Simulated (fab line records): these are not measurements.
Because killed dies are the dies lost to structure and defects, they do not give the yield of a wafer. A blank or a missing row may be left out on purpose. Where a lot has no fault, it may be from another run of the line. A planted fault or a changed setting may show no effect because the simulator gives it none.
A lot that was struck, set against a sound lot -- flow sky130 -- 44 steps out of a route of 708
Sound: the wafers L545.1, L545.5, L545.6. Struck: wafer L557.3 (left out: L557.1, L557.5 of the same lot, which were not struck); the cause appears at the end.
Order at every step that has rows: each side's tool, ch and its chambers, its first start. Under that, the readings that differ: sound wafers -- struck wafers -- difference of the means -- sigmas: that difference in standard deviations of wafers without a fault.
alike: a reading whose means differ by less than 2 such deviations, as well as words and numbers matching on both sides. not compared: withheld readings; readings where some wafer has no value; bounds like >300 that might hide an equal value; numbers whose values overlap and for which the record gives no deviation.
The two part at a step that has a row with sigmas, a row that says differs or no value, or rows on one side only. When numbers do not overlap yet have no deviation, they are printed without sigmas and do not part them. A reading missing from all wafers of one side parts the sides only when that side holds two or more wafers.

first, 3 steps without rows for these wafers: SKY_VIA3_CLEAN_18 (cleans in IPA, time 180 s); SKY_VIA3_CLEAN_19 (cleans in O3/DIW); SKY_VIA3_SPUTTER_20 (material TiN, target thk 20 nm, time 80 s).
SKY_VIA3_CVD_21: deposits W, target thk 390 nm, time 117.31 s.
  sound on cvd w-02 ch 0,1, day 43 11:59; struck on cvd w-02 ch 0, day 45 22:35
  alike: heater power w, susceptor temp C
SKY_VIA3_RS_MEAS_22: measures by four-point-probe.
  sound: film metro-02 at day 43 12:07; struck: film metro-02 at day 45 22:43
  alike: VIA3_W_RS
SKY_VIA3_THK_MEAS_23: measures by xrf.
  sound: film metro-02 at day 43 12:14; struck: film metro-02 at day 45 22:50
  alike: VIA3_W_THK
then, 3 steps without rows for these wafers: SKY_VIA3_CMP_24 (polishes, stops on SiO2, t overpolish 20 s, target thk 0 nm); SKY_METAL4_SPUTTER_00 (material Ti, target thk 15 nm, time 10 s); SKY_METAL4_SPUTTER_01 (material TiN, target thk 20 nm, time 16.7 s).
SKY_METAL4_SPUTTER_02: material AlCu, target thk 735 nm, time 39.1 s.
  sound: pvd sputter-02 at day 43 12:38; struck: pvd sputter-01 at day 45 23:14
  alike: throttle valve pct
then, 2 steps without rows for these wafers: SKY_METAL4_SPUTTER_03 (material Ti, target thk 5 nm, time 3.3 s); SKY_METAL4_SPUTTER_04 (material TiN, target thk 70 nm, time 58.3 s).
SKY_CAP2M_CVD_00: deposits SiO2, target thk 15.5 nm.
  sound on pecvd-01 ch 0,2, day 43 12:44; struck on pecvd-02 ch 1, day 45 23:21
reading,sound,struck,difference,sigmas
model.SiO2_of_CAP2M_CVD_00.thk nm (nm),15.25 15.94 15.33,9.47,-6.04,
  alike: heater power w, susceptor temp C
SKY_CAP2M_THK_MEAS_01:
  sound: film metro-04 at day 43 12:47; struck: film metro-01 at day 45 23:22
reading,sound,struck,difference,sigmas
CAP2M_CVD_00_THK (nm),15.29 15.95 15.32,9.46,-6.06,-26
SKY_CAP2M_SPUTTER_02: material TiN, target thk 200 nm, time 166.7 s.
  sound: pvd sputter-03 at day 43 12:50; struck: pvd sputter-02 at day 45 23:26
  alike: susceptor temp C, throttle valve pct
SKY_CAP2M_RS_MEAS_03: measures by four-point-probe.
  sound: film metro-01 at day 43 12:56; struck: film metro-02 at day 45 23:32
  alike: CAP2M_TIN_RS
SKY_CAP2M_THK_MEAS_04: measures by xrf.
  sound: film metro-01 at day 43 13:04; struck: film metro-02 at day 45 23:40
reading,sound,struck,difference,sigmas
CAP2M_TIN_THK (nm),198 197 200,191,-7,-2
then, 7 steps without rows for these wafers: SKY_CAP2M_DEHYDRATE_05 (time 60 s); SKY_CAP2M_HMDS_06 (prime time 60 s); SKY_CAP2M_COAT_07 (resist thk 1140 nm); SKY_CAP2M_SOFTBAKE_08 (time 60 s); SKY_CAP2M_EXPOSE_09 (exposes mask CAP2M, target cd 1000 nm); SKY_CAP2M_PEB_10; SKY_CAP2M_DEVELOP_11 (develop time 60 s).
SKY_CAP2M_OVL_MEAS_12:
  sound: overlay-01 at day 44 11:01; struck: overlay-01 at day 46 20:01
  alike: CAP2M_OVL
SKY_CAP2M_METAL_ETCH_13: etches TiN in Cl2/BCl3, stops on SiO2, target depth 220 nm, time 62.9 s.
  sound on rie metal-02 ch 0,1, day 44 11:03; struck on rie metal-02 ch 1, day 46 20:02
  alike: drypump motor current A, oes product au, throttle valve pct
  not compared: rf hours counter h
then, 12 steps without rows for these wafers: SKY_CAP2M_STRIP_14 (strips in O2/N2); SKY_CAP2M_STRIP_15 (strips in post etch residue remover, time 1200 s); SKY_CAP2M_CLEAN_16 (cleans in IPA, time 180 s); SKY_CAP2M_CLEAN_17 (cleans in O3/DIW); SKY_METAL4_DEHYDRATE_05 (time 60 s); SKY_METAL4_HMDS_06 (prime time 60 s); SKY_METAL4_COAT_07 (resist thk 60 nm); SKY_METAL4_COAT_08 (resist thk 1140 nm); SKY_METAL4_SOFTBAKE_09 (time 90 s); SKY_METAL4_EXPOSE_10 (exposes mask MM4, target cd 300 nm); SKY_METAL4_PEB_11; SKY_METAL4_DEVELOP_12 (develop time 60 s).
SKY_METAL4_CD_MEAS_13: the cd target is 300 nm.
  sound: cd sem-02 at day 45 08:59; struck: cd sem-01 at day 47 16:23
  alike: cd nm
SKY_METAL4_OVL_MEAS_14:
  sound: overlay-02 at day 45 09:07; struck: overlay-01 at day 47 16:30
reading,sound,struck,difference,sigmas
METAL4_OVL (nm),2 -1 3,12,+11,+2
SKY_METAL4_DESCUM_15: chemistry O2, time 8 s.
  sound on rie metal-01 ch 0,1, day 45 09:09; struck on rie metal-03 ch 0, day 47 16:32
  alike: drypump motor current A, oes product au
  not compared: rf hours counter h
then, 1 step without rows for these wafers: SKY_METAL4_ETCH_16 (etches BARC in N2/H2, stops on SiO2, time 88.2 s, target depth 60 nm).
SKY_METAL4_ETCH_17: etches SiO2 in C4F8/O2/Ar, stops on TiN, time 3.9 s, target depth 15 nm.
  sound on rie diel-01 ch 1,2,3, day 45 09:17; struck on rie diel-04 ch 2, day 47 16:40
reading,sound,struck,difference,sigmas
oes product au (a.u.),0.750 0.780 0.749,0.604,-0.156,-22
model.etch.depth nm (nm),15.25 15.94 15.33,9.47,-6.04,
  not compared: rf hours counter h
-- the record jumps here: 3 days lie between the struck wafers' starts before and after (it left off in module METAL4 and takes up again in module PAD_OPEN, whose first step shown is number 708 of the route) --
SKY_PAD_OPEN_PROBE_99:
  sound: prober-01 at day 49 00:09; struck: prober-01 at day 50 20:50
reading,sound,struck,difference,sigmas
model.etest.tester.sort n pass,387 398 398,0,-394,
model.etest.tester.sort_bin_5_pct (%),13.01 11.99 11.18,91.67,+79.61,
model.etest.tester.sort yield pct (%),78.66 80.89 80.89,0,-80,
model.etest.cap mim2.bv v (V),13.63 14.24 13.88,8.423,-5.494,
model.etest.cap mim2.leak log10 a cm2,-9.014 -8.932 -8.973,-6.284,+2.689,
model.etest.cap mim2.c ff um2,2.395 2.288 2.358,3.825,+1.478,
model.etest.tester.sort_bin_4_pct (%),0 0 0,6.848e-10,+6.848e-10,
model.etest.tester.sort_bin_8_pct (%),0 0 0,4.196e-22,+4.196e-22,
  alike: defect limited yield, killed_at_M0_to_M3, killed_at_M4_up, killed at contacts, killed at front end, killed at other, killed dies, killed on rim, killed open, killed short

## WHERE THEY PART
Last at SKY_METAL4_ETCH_17 as far as this record goes, first at SKY_CAP2M_THK_MEAS_01. Later steps at which nothing parts them and some readings are alike: SKY_PAD_OPEN_PROBE_99.

WHY: what had been put in by the simulator
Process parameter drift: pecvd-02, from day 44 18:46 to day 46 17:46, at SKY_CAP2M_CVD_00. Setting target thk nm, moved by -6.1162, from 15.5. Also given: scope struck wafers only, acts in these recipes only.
